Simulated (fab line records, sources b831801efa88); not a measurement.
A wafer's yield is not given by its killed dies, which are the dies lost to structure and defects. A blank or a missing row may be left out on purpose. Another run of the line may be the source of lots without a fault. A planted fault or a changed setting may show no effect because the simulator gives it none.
Chamber matching | flow gf180mcu | cmp-02 running GF_V2_CMP_26: 4 sister chambers
The step polishes, stops on SiO2, t overpolish 15 s, target thk 0 nm. 4 wafers are shown with their chamber, then 11 later ones without.

EACH WAFER AND ITS CHAMBER
wafer  | chamber | time_to_endpoint_s (s)
L089.5 | 1       | 91
L091.3 | 2       | 95
L091.5 | 3       | 92
L093.3 | 0       | 78

WAFERS MISSING THEIR CHAMBER
wafer  | time_to_endpoint_s (s)
L093.4 | 92
L093.5 | 95
L094.4 | 82
L094.5 | 81
L094.6 | 88
L095.2 | 94
L095.3 | 79
L095.5 | 92
L097.2 | 89
L097.3 | 88
L097.5 | 91

EACH ONE'S CHAMBER
wafer  | from the rows above          | in truth
L093.4 | can't be placed: 3 or 1 or 2 | 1
L093.5 | can't be placed: 2 or 3 or 1 | 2
L094.4 | 0                            | 0
L094.5 | 0                            | 0
L094.6 | can't be placed: 1 or 3 or 2 | 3
L095.2 | can't be placed: 2 or 3 or 1 | 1
L095.3 | 0                            | 0
L095.5 | can't be placed: 3 or 1 or 2 | 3
L097.2 | can't be placed: 1 or 3 or 2 | 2
L097.3 | can't be placed: 1 or 3 or 2 | 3
L097.5 | can't be placed: 1 or 3 or 2 | 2
Placed correctly: 3 of 11. Unplaceable from these rows: 8, with the true chamber sitting among the candidates in 8. Placed wrongly: 0.
How it was worked out, from the rows above alone: a wafer's distance from a chamber is the root of the sum, over the readings, of the square of ((its reading less the chamber's mean) divided by the reading's scatter). If the next closest chamber is less than 2 further off than the closest, the wafer can't be placed; otherwise it belongs to the closest. A chamber's mean is the mean of its shown wafers. The scatter (one wafer shown for each chamber): square how far every hidden wafer sits from the nearest shown wafer, average those squares and take the square root.
